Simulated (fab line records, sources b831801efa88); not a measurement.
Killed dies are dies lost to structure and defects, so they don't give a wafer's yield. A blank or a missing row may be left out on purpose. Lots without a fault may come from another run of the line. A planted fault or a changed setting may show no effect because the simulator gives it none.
Tool commonality check | flow gf180mcu | 12 lots, 36 wafers sampled

WHY IT WAS OPENED
At GF_TOP_METAL_RS_MEAS_05 the reading TOP_METAL_ALCU_RS is flagged on 2 of 12 lots. Wafers without a fault read 0.0329 ohm/sq, standard deviation 0.00041.
Rule: a lot is flagged when every wafer of it that has a number lies more than 4 standard deviations from that mean, or none has a number. The other lots count as sound.

lot  | measured     | on            | TOP_METAL_ALCU_RS (ohm/sq), wafer by wafer | flag
L363 | day 27 06:18 | film_metro-03 | 0.0326 0.0331 0.0331                       |
L365 | day 27 23:16 | film_metro-01 | 0.0327 0.0328 0.0329                       |
L367 | day 28 14:19 | film_metro-03 | 0.0331 0.0327 0.0326                       |
L368 | day 28 23:19 | film_metro-03 | 0.0323 0.0324 0.0323                       |
L369 | day 29 07:02 | film_metro-03 | 0.0330 0.0332 0.0326                       |
L370 | day 29 09:28 | film_metro-03 | 0.0326 0.0329 0.0323                       |
L374 | day 30 11:13 | film_metro-01 | 0.0403 0.0405 0.0405                       | FLAGGED
L377 | day 31 08:02 | film_metro-03 | 0.0407 0.0404 0.0407                       | FLAGGED
L379 | day 32 02:07 | film_metro-03 | 0.0330 0.0327 0.0325                       |
L381 | day 32 13:26 | film_metro-03 | 0.0326 0.0326 0.0325                       |
L386 | day 33 12:32 | film_metro-03 | 0.0320 0.0323 0.0318                       |
L384 | day 33 13:49 | film_metro-04 | 0.0327 0.0330 0.0327                       |
The numbers of the flagged lots are 0.0405 ohm/sq on average: +0.0076 ohm/sq against the usual, or +19 standard deviations.

WHICH TOOL RAN EACH LOT
The record holds 3 process steps before the reading, out of a route of 602 steps. In each cell: the tool, then ch and the chambers that the sampled wafers went through, then the start.
lot  | flag    | GF_MIM_SPUTTER_08            | GF_TOP_METAL_SPUTTER_02      | GF_TOP_METAL_SPUTTER_03
L363 |         | pvd_sputter-02, day 24 10:49 | pvd_sputter-04, day 27 06:13 | pvd_sputter-04, day 27 06:16
L365 |         | pvd_sputter-03, day 25 05:58 | pvd_sputter-01, day 27 23:11 | pvd_sputter-01, day 27 23:14
L367 |         | pvd_sputter-02, day 25 22:16 | pvd_sputter-01, day 28 14:13 | pvd_sputter-01, day 28 14:16
L368 |         | pvd_sputter-03, day 26 08:05 | pvd_sputter-03, day 28 23:12 | pvd_sputter-03, day 28 23:14
L369 |         | pvd_sputter-02, day 26 16:13 | pvd_sputter-04, day 29 06:56 | pvd_sputter-04, day 29 06:59
L370 |         | pvd_sputter-04, day 26 19:31 | pvd_sputter-04, day 29 09:22 | pvd_sputter-04, day 29 09:25
L374 | FLAGGED | pvd_sputter-02, day 27 23:04 | pvd_sputter-01, day 30 11:05 | pvd_sputter-01, day 30 11:08
L377 | FLAGGED | pvd_sputter-02, day 28 23:07 | pvd_sputter-01, day 31 07:56 | pvd_sputter-01, day 31 07:59
L379 |         | pvd_sputter-04, day 29 15:56 | pvd_sputter-03, day 32 02:00 | pvd_sputter-03, day 32 02:03
L381 |         | pvd_sputter-04, day 30 06:46 | pvd_sputter-03, day 32 13:18 | pvd_sputter-03, day 32 13:20
L386 |         | pvd_sputter-02, day 31 08:34 | pvd_sputter-03, day 33 12:26 | pvd_sputter-03, day 33 12:29
L384 |         | pvd_sputter-02, day 31 08:08 | pvd_sputter-04, day 33 13:43 | pvd_sputter-04, day 33 13:46
What these steps do:
- GF_MIM_SPUTTER_08: material AlCu, target thk 200 nm, time 10.6 s.
- GF_TOP_METAL_SPUTTER_02: material AlCu, target thk 900 nm, time 47.82 s.
- GF_TOP_METAL_SPUTTER_03: material Ti, target thk 5 nm, time 3.3 s.
- GF_TOP_METAL_RS_MEAS_05: measures by four-point-probe.

FLAGGED OVER TOTAL, TOOL BY TOOL (the gauges that took the reading come last)
step                    | tool           | lots run | flagged | share of the flagged lots | sound lots run after its first flagged lot
GF_MIM_SPUTTER_08       | pvd_sputter-02 | 7        | 2       | all                       | 2 (L384,L386)
GF_MIM_SPUTTER_08       | pvd_sputter-03 | 2        | 0       | none                      | -
GF_MIM_SPUTTER_08       | pvd_sputter-04 | 3        | 0       | none                      | -
GF_TOP_METAL_SPUTTER_02 | pvd_sputter-01 | 4        | 2       | all                       | 0
GF_TOP_METAL_SPUTTER_02 | pvd_sputter-03 | 4        | 0       | none                      | -
GF_TOP_METAL_SPUTTER_02 | pvd_sputter-04 | 4        | 0       | none                      | -
GF_TOP_METAL_SPUTTER_03 | pvd_sputter-01 | 4        | 2       | all                       | 0
GF_TOP_METAL_SPUTTER_03 | pvd_sputter-03 | 4        | 0       | none                      | -
GF_TOP_METAL_SPUTTER_03 | pvd_sputter-04 | 4        | 0       | none                      | -
GF_TOP_METAL_RS_MEAS_05 | film_metro-01  | 2        | 1       | some                      | 0
GF_TOP_METAL_RS_MEAS_05 | film_metro-03  | 9        | 1       | some                      | 3 (L379,L381,L386)
GF_TOP_METAL_RS_MEAS_05 | film_metro-04  | 1        | 0       | none                      | -

WHAT THE TABLE ALLOWS
3 rows of the table ran every flagged lot: pvd_sputter-02 at GF_MIM_SPUTTER_08, pvd_sputter-01 at GF_TOP_METAL_SPUTTER_02, pvd_sputter-01 at GF_TOP_METAL_SPUTTER_03.
- pvd_sputter-02 at GF_MIM_SPUTTER_08: 2 of its 7 lots flagged. Sound lots ran on it after the first flagged one (L384, L386), which a lasting fault on the whole tool wouldn't allow.
- pvd_sputter-01 at GF_TOP_METAL_SPUTTER_02: 2 of its 4 lots flagged. Its last sound lot is L367 (day 28 14:13), its first flagged lot L374 (day 30 11:05): a fault that began between those two fits.
- pvd_sputter-01 at GF_TOP_METAL_SPUTTER_03: 2 of its 4 lots flagged. Its last sound lot is L367 (day 28 14:16), its first flagged lot L374 (day 30 11:08): a fault that began between those two fits.
One tool is left: pvd_sputter-01 at GF_TOP_METAL_SPUTTER_02 and GF_TOP_METAL_SPUTTER_03.

WHAT THE SIMULATOR HAD PUT IN
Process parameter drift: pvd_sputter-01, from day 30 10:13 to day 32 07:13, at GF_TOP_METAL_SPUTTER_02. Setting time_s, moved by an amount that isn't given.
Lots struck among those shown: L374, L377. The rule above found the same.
